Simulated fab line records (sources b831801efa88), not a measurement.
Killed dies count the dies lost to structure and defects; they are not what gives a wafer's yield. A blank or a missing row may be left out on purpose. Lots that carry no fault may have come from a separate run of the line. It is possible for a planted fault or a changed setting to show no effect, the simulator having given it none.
What tool caused it? ; flow gf180mcu ; Sampling: 14 lots, 42 wafers, 5 of 602 route steps

## WHAT EACH GAUGE READ, for each wafer
GF_STI_THK_MEAS_04. Usual: STI_CVD_03_THK 207.2 nm, standard deviation 1.8.
lot;measured;on;STI_CVD_03_THK (nm);flag
L410;day 1 19:33;filmMetro-02;208.8 209.7 209.0;
L411;day 1 23:34;filmMetro-03;201.9 205.2 204.1;
L412;day 2 04:34;filmMetro-02;208.0 206.7 208.0;
L413;day 2 09:37;filmMetro-02;208.5 207.0 207.8;
L420;day 3 20:47;filmMetro-04;208.6 208.0 207.6;
L421;day 4 02:35;filmMetro-04;207.6 207.5 207.7;
L422;day 4 07:58;filmMetro-02;208.2 208.6 206.4;
L423;day 4 11:52;filmMetro-02;207.0 207.7 209.1;
L424;day 4 16:34;filmMetro-04;206.3 204.0 205.0;
L425;day 4 21:34;filmMetro-02;205.6 206.4 206.6;
L426;day 5 02:56;filmMetro-02;205.6 205.9 206.0;
L427;day 5 07:34;filmMetro-03;208.4 208.3 209.6;
L429;day 5 18:51;filmMetro-02;206.6 209.1 209.8;
L432;day 6 09:11;filmMetro-04;207.6 205.8 205.9;

GF_STI_CD_MEAS_12 targets a cd of 220 nm. Usual: cdNm at 220.0 nm, with a standard deviation of 1.1.
lot;measured;on;cdNm (nm);flag
L410;day 2 06:56;cdSem-02;218.4 219.9 218.4;
L411;day 2 11:43;cdSem-01;222.5 220.9 221.3;
L412;day 2 16:38;cdSem-01;220.2 221.4 220.1;
L413;day 2 21:26;cdSem-02;219.8 219.6 219.3;
L420;day 4 09:44;cdSem-01;220.6 219.9 220.8;
L421;day 4 15:47;cdSem-02;220.0 220.6 221.1;
L422;day 4 21:39;cdSem-01;219.5 218.0 218.4;
L423;day 5 01:40;cdSem-01;220.6 221.4 221.1;
L424;day 5 06:17;cdSem-01;219.9 220.5 220.5;
L425;day 5 11:05;cdSem-02;219.7 219.1 219.1;
L426;day 5 17:08;cdSem-01;218.5 219.6 219.1;
L427;day 5 21:09;cdSem-02;218.6 218.7 218.3;
L429;day 6 09:17;cdSem-01;221.0 221.1 220.4;
L432;day 6 23:56;cdSem-02;220.9 221.4 220.6;

GF_DNWELL_TW_MEAS_09. Usual: DNWELL_TW 1353, standard deviation 7.9.
lot;measured;on;DNWELL_TW;flag
L410;day 3 00:08;filmMetro-02;1352 1337 1345;
L411;day 3 04:30;filmMetro-01;1352 1356 1356;
L412;day 3 11:12;filmMetro-04;1369 1362 1367;
L413;day 3 16:05;filmMetro-02;1354 1358 1351;
L420;day 5 04:29;filmMetro-02;1217 1227 1228;OFF
L421;day 5 10:35;filmMetro-01;1225 1221 1213;OFF
L422;day 5 16:22;filmMetro-02;1361 1361 1351;
L423;day 5 20:18;filmMetro-01;1360 1353 1357;
L424;day 6 02:23;filmMetro-02;1352 1363 1358;
L425;day 6 06:09;filmMetro-01;1341 1346 1354;
L426;day 6 13:56;filmMetro-01;1355 1346 1348;
L427;day 6 18:14;filmMetro-04;1371 1371 1373;
L429;day 7 05:33;filmMetro-02;1339 1346 1348;
L432;day 7 20:44;filmMetro-01;1343 1344 1341;

GF_VT_IMPLANT_OVL_MEAS_07. Usual: VT_IMPLANT_OVL -0.4 nm, standard deviation 1.1.
lot;measured;on;VT_IMPLANT_OVL (nm);flag
L410;day 5 20:12;overlay-02;0.1 0.0 -0.6;
L411;day 6 02:51;overlay-02;-1.1 -1.7 0.9;
L412;day 6 09:56;overlay-02;0.6 0.1 -0.2;
L413;day 6 14:48;overlay-01;-0.2 -1.9 -1.6;
L420;day 8 10:14;overlay-02;0.0 -0.2 1.1;
L421;day 8 17:38;overlay-02;-1.2 -2.4 1.0;
L422;day 9 00:34;overlay-01;-2.2 -2.3 -2.4;
L423;day 9 04:59;overlay-02;-0.7 0.9 -0.2;
L424;day 9 11:29;overlay-01;1.4 0.2 1.3;
L425;day 9 15:08;overlay-02;0.6 -1.0 -0.5;
L426;day 10 02:32;overlay-01;-1.8 -1.8 -0.9;
L427;day 10 07:08;overlay-02;-0.1 1.4 0.7;
L429;day 10 19:11;overlay-01;-2.8 0.2 -1.8;
L432;day 11 12:44;overlay-01;-0.6 -3.4 -0.2;

## WHAT TOOL EACH LOT RAN ON (gives the tool, then ch and the chambers of the sampled wafers, and finally the start)
lot;GF_DNWELL_IMPLANT_07
L410;implanter-04 ch 0, day 2 23:53
L411;implanter-01 ch 0, day 3 04:16
L412;implanter-01 ch 0, day 3 10:57
L413;implanter-01 ch 0, day 3 15:50
L420;implanter-04 ch 0, day 5 04:14
L421;implanter-04 ch 0, day 5 10:20
L422;implanter-01 ch 0, day 5 16:10
L423;implanter-01 ch 0, day 5 20:04
L424;implanter-01 ch 0, day 6 02:08
L425;implanter-01 ch 0, day 6 05:54
L426;implanter-01 ch 0, day 6 13:41
L427;implanter-01 ch 0, day 6 17:59
L429;implanter-03 ch 0, day 7 05:18
L432;implanter-03 ch 0, day 7 20:29
- GF_DNWELL_IMPLANT_07

## WHAT THE TOOLS THEMSELVES READ (means of the sampled wafers that have a number; where no wafer has one, the mark that the record gives instead)
GF_DNWELL_IMPLANT_07. Usual: doseIonsCm2 9.997e+12, standard deviation 1e+10; faradayCurrentUA 56.4, standard deviation 1.2.
lot;tool;doseIonsCm2;faradayCurrentUA;flag
L410;implanter-04;1.000e+13;57.7;
L411;implanter-01;1.000e+13;56.6;
L412;implanter-01;1.000e+13;55.7;
L413;implanter-01;9.999e+12;55.3;
L420;implanter-04;7.316e+12;40.6;OFF
L421;implanter-04;7.298e+12;41.5;OFF
L422;implanter-01;9.990e+12;56.8;
L423;implanter-01;9.990e+12;56.6;
L424;implanter-01;9.991e+12;56.8;
L425;implanter-01;1.000e+13;55.5;
L426;implanter-01;9.999e+12;56.3;
L427;implanter-01;9.998e+12;56.7;
L429;implanter-03;9.985e+12;55.8;
L432;implanter-03;1.000e+13;55.9;

## THE ANSWER, worked out from the rows above alone
Rule: a lot is off if the mean of its wafers that have a number lies more than 3 standard deviations from the usual mean. Also off: a lot with no number at a reading for which 4 or more lots have one. Where the step has rows for the other lots, those lots are counted as sound. Order of review: gauges by route order, followed by the tools' own readings, for which a lot's mean as printed above is used. At the first step where some lot is off, the reading lying furthest off is the one used; lots without a number count as furthest.
Off: at GF_DNWELL_TW_MEAS_09 (DNWELL_TW), L420, L421.
A tool fits if, at a process step before that reading, it ran every lot that is off, and no sound lot after the first of them. Not tried: the gauges at GF_DNWELL_TW_MEAS_09; whatever is off there is also off at GF_DNWELL_IMPLANT_07, on other tools, and gauge error can't account for it. One fits: implanter-04 at GF_DNWELL_IMPLANT_07. A fault onset in the window from L410 (day 2 23:53, its last sound lot) to L420 (day 5 04:14, its first lot off) fits.
The tool's own readings at GF_DNWELL_IMPLANT_07 bear it out: on the lots that are off they differ by more than 5 times the standard deviation of the sound lots' means. doseIonsCm2 reads 7.307e+12 there against 9.996e+12 on the sound lots; faradayCurrentUA reads 41.0 there against 56.3 on the sound lots.

## WHAT HAD BEEN PUT IN BY THE SIMULATOR
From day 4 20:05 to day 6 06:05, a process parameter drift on implanter-04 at GF_DNWELL_IMPLANT_07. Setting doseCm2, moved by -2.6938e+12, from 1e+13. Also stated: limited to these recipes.
Lots struck among those shown: L420, L421. The rule given above showed the same thing.
